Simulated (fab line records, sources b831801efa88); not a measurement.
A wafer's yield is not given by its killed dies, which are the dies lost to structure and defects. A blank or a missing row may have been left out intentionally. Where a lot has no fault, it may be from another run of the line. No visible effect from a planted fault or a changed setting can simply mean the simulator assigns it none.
Tool commonality check / flow gf180mcu / Lots sampled 13, wafers sampled 39

== WHAT PROMPTED THE OPENING ==
At GF_STI_CD_MEAS_12 the reading cd-nm is flagged on 1 of 13 lots. No-fault wafers: 220.5 nm, standard deviation 1.
Rule: a lot is flagged when every wafer of it that has a number lies more than 4 standard deviations from that mean, or none has a number. All remaining lots are regarded as sound.

lot=L422; measured=day 2 06:28; on=cd-sem-02; cd-nm (nm), wafer by wafer=220.3 220.1 219.9; flag=
lot=L423; measured=day 2 13:08; on=cd-sem-02; cd-nm (nm), wafer by wafer=219.6 219.2 221.1; flag=
lot=L424; measured=day 2 16:40; on=cd-sem-01; cd-nm (nm), wafer by wafer=222.1 220.7 220.8; flag=
lot=L428; measured=day 3 13:41; on=cd-sem-02; cd-nm (nm), wafer by wafer=219.5 218.4 219.3; flag=
lot=L429; measured=day 3 18:13; on=cd-sem-02; cd-nm (nm), wafer by wafer=218.1 219.6 218.9; flag=
lot=L430; measured=day 3 23:02; on=cd-sem-02; cd-nm (nm), wafer by wafer=220.6 221.0 220.1; flag=
lot=L431; measured=day 4 05:23; on=cd-sem-02; cd-nm (nm), wafer by wafer=220.8 220.4 220.7; flag=
lot=L432; measured=day 4 09:28; on=cd-sem-01; cd-nm (nm), wafer by wafer=221.2 221.7 220.6; flag=
lot=L433; measured=day 4 15:28; on=cd-sem-02; cd-nm (nm), wafer by wafer=220.4 219.3 221.9; flag=
lot=L434; measured=day 4 19:49; on=cd-sem-01; cd-nm (nm), wafer by wafer=219.8 219.9 219.4; flag=
lot=L435; measured=day 5 01:16; on=cd-sem-02; cd-nm (nm), wafer by wafer=220.0 221.3 220.8; flag=
lot=L439; measured=day 5 23:49; on=cd-sem-02; cd-nm (nm), wafer by wafer=236.6 236.3 235.9; flag=FLAGGED
lot=L444; measured=day 7 00:38; on=cd-sem-01; cd-nm (nm), wafer by wafer=220.1 220.9 220.5; flag=
The mean of the flagged lots' numbers is 236.3 nm, +15.8 nm from the usual (+16 standard deviations).

== EACH LOT AND THE TOOL IT RAN ON ==
The record holds 1 process step before the reading, out of a route of 602 steps. Cell contents, in order: the tool; ch with the chambers the sampled wafers went through; the start.
lot=L422; flag=; GF_STI_EXPOSE_09=krf-scanner-01 ch 0, day 2 00:50
lot=L423; flag=; GF_STI_EXPOSE_09=krf-scanner-01 ch 0, day 2 07:04
lot=L424; flag=; GF_STI_EXPOSE_09=krf-scanner-01 ch 0, day 2 10:50
lot=L428; flag=; GF_STI_EXPOSE_09=krf-scanner-01 ch 0, day 3 06:51
lot=L429; flag=; GF_STI_EXPOSE_09=krf-scanner-01 ch 0, day 3 11:44
lot=L430; flag=; GF_STI_EXPOSE_09=krf-scanner-02 ch 0, day 3 16:58
lot=L431; flag=; GF_STI_EXPOSE_09=krf-scanner-02 ch 0, day 3 22:50
lot=L432; flag=; GF_STI_EXPOSE_09=krf-scanner-02 ch 0, day 4 02:49
lot=L433; flag=; GF_STI_EXPOSE_09=krf-scanner-02 ch 0, day 4 08:55
lot=L434; flag=; GF_STI_EXPOSE_09=krf-scanner-02 ch 0, day 4 13:12
lot=L435; flag=; GF_STI_EXPOSE_09=krf-scanner-02 ch 0, day 4 18:16
lot=L439; flag=FLAGGED; GF_STI_EXPOSE_09=krf-scanner-02 ch 0, day 5 16:32
lot=L444; flag=; GF_STI_EXPOSE_09=krf-scanner-01 ch 0, day 6 16:27
These steps, and what they do:
- GF_STI_EXPOSE_09: exposes mask COMP, target cd 220 nm.
- GF_STI_CD_MEAS_12: target cd 220 nm.

== FLAGGED AGAINST TOTAL, ONE TOOL AT A TIME (gauges that did the reading follow at the end) ==
step=GF_STI_EXPOSE_09; tool=krf-scanner-01; lots run=6; flagged=0; share of the flagged lots=none; sound lots run after its first flagged lot=-
step=GF_STI_EXPOSE_09; tool=krf-scanner-02; lots run=7; flagged=1; share of the flagged lots=all; sound lots run after its first flagged lot=0
step=GF_STI_CD_MEAS_12; tool=cd-sem-01; lots run=4; flagged=0; share of the flagged lots=none; sound lots run after its first flagged lot=-
step=GF_STI_CD_MEAS_12; tool=cd-sem-02; lots run=9; flagged=1; share of the flagged lots=all; sound lots run after its first flagged lot=0

== THE TABLE: WHAT IT ALLOWS ==
krf-scanner-02 at GF_STI_EXPOSE_09 and cd-sem-02 at GF_STI_CD_MEAS_12 are the 2 rows of the table that ran each flagged lot.
- krf-scanner-02 at GF_STI_EXPOSE_09: 1 of its 7 lots flagged. It ran its last sound lot, L435, at day 4 18:16 and its first flagged lot, L439, at day 5 16:32: a fault with its onset between the two fits.
- cd-sem-02 at GF_STI_CD_MEAS_12: 1 of its 9 lots flagged. It ran its last sound lot, L435, at day 5 01:16 and its first flagged lot, L439, at day 5 23:49: a fault with its onset between the two fits.
Because each of these 2 tools fits a fault that began at some hour, counting lots does not separate them. More lots, or a look at what each step does to the wafer, might.

== WHAT WAS PUT IN BY THE SIMULATOR ==
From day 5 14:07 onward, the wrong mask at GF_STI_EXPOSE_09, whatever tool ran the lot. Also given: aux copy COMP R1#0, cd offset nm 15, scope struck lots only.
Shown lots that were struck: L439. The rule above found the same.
